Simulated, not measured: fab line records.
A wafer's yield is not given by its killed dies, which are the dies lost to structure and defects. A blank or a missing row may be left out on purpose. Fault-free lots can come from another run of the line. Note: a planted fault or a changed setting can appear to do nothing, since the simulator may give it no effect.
Problem report, 8D (eight disciplines) form, completed by code	flow gf180mcu	the parts of the form that need people (team, actions taken, sign-off) are left out

== 1. PROBLEM STATEMENT ==
POLY_GATE_CVD_00_THK at GF_POLY_GATE_THK_MEAS_01 reads a mean of 211.6 nm on 3 wafers of 1 lot; wafers without a fault read 199.5 nm with a standard deviation of 1.7. Relative to the usual mean, that is a shift of +7.1 standard deviations.
Seen first at day 10 14:04 on filmMetro-03, wafer L626.2. At this step, 39 wafers from 13 lots have a number in the record. By rule, "out" or "out of limits" means more than 4 standard deviations away from the usual mean. Any other wafer with a number is counted as sound.

== 2. WHAT IT IS AND WHAT IT IS NOT ==
question	is	is not
which readings at this step	POLY_GATE_CVD_00_THK	-
which lots	L626	L620, L622, L624, L625, L632, L635, L637, L638, L639, L640, L641, L642
which wafers of those lots	all that have a number	-
read on which gauges	filmMetro-03	filmMetro-02, filmMetro-04
when	from day 10 14:04	up to then (12 sound wafers); but 24 sound wafers of L632, L635, L637, L638, L639, L640, L641, L642 came after

== 3. THE SUSPECTS, EACH WITH WHAT RULES IT OUT ==
Counting: a tool stays on the suspect list if, at a process step up to the reading, it processed all lots that are out and no sound lot following the first of them.
- the gauge at GF_POLY_GATE_THK_MEAS_01: ruled out. All the wafers that are out were read on filmMetro-03, but those of them that GF_POLY_GATE_CVD_00 has rows for are out there too, on other tools.
- lpcvd-01 at GF_POLY_GATE_CVD_00 (deposits poly-Si, target thk 200 nm, time 1200 s): ruled out as a lasting fault. After its first lot that is out, L626 (day 10 12:43), sound lots L637, L638, L639 ran on it.
Left after counting: nothing in the record.

== 4. THE CAUSE (what the simulator had put in) ==
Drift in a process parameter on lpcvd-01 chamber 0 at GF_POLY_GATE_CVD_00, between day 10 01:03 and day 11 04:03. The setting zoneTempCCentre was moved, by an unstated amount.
It was ruled out by counting, in error; the rule expects a fault to strike all lots run on its tool from its start on, and this fault did not.

== 5. THE CHAIN OF EFFECTS, in route order ==
Each row: a reading whose mean over the struck wafers that have a number lies more than 3 standard deviations from the usual. Only readings whose record carries a usual standard deviation are examined. hours: median over the lots of the time between each lot's start at the first step of this table that gives one and its start at this step. sigmas: the change, counted in usual standard deviations.
hours	step	reading	usual	on struck wafers	change	sigmas
0	GF_POLY_GATE_CVD_00	spikeTcCentreC	621.5 C	631.3	+9.8	+7.0
0	GF_POLY_GATE_CVD_00	zonePowerCentrePct	8.9 %	10.6	+1.7	+3.1
1	GF_POLY_GATE_THK_MEAS_01	POLY_GATE_CVD_00_THK	199.5 nm	211.6	+12.1	+7.1
Its process steps:
- GF_POLY_GATE_CVD_00: deposits poly-Si, target thk 200 nm, time 1200 s.
Later measuring or inspecting steps at which every struck wafer that the step has a row for has a number for every such reading, and none has moved that far: GF_CONTACT_THK_MEAS_01, GF_M2_RS_MEAS_05.

== 6. WHAT WOULD HAVE CAUGHT IT SOONER ==
Counted from the fault's start at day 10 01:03, it took 13 hours until the first out-of-limits reading at a measuring or inspecting step in this record, taken at day 10 14:04.
The tool's own readings at GF_POLY_GATE_CVD_00 were out on every struck wafer that the step has a row for (spikeTcCentreC): an alarm limit on them would have fired on the first of those.
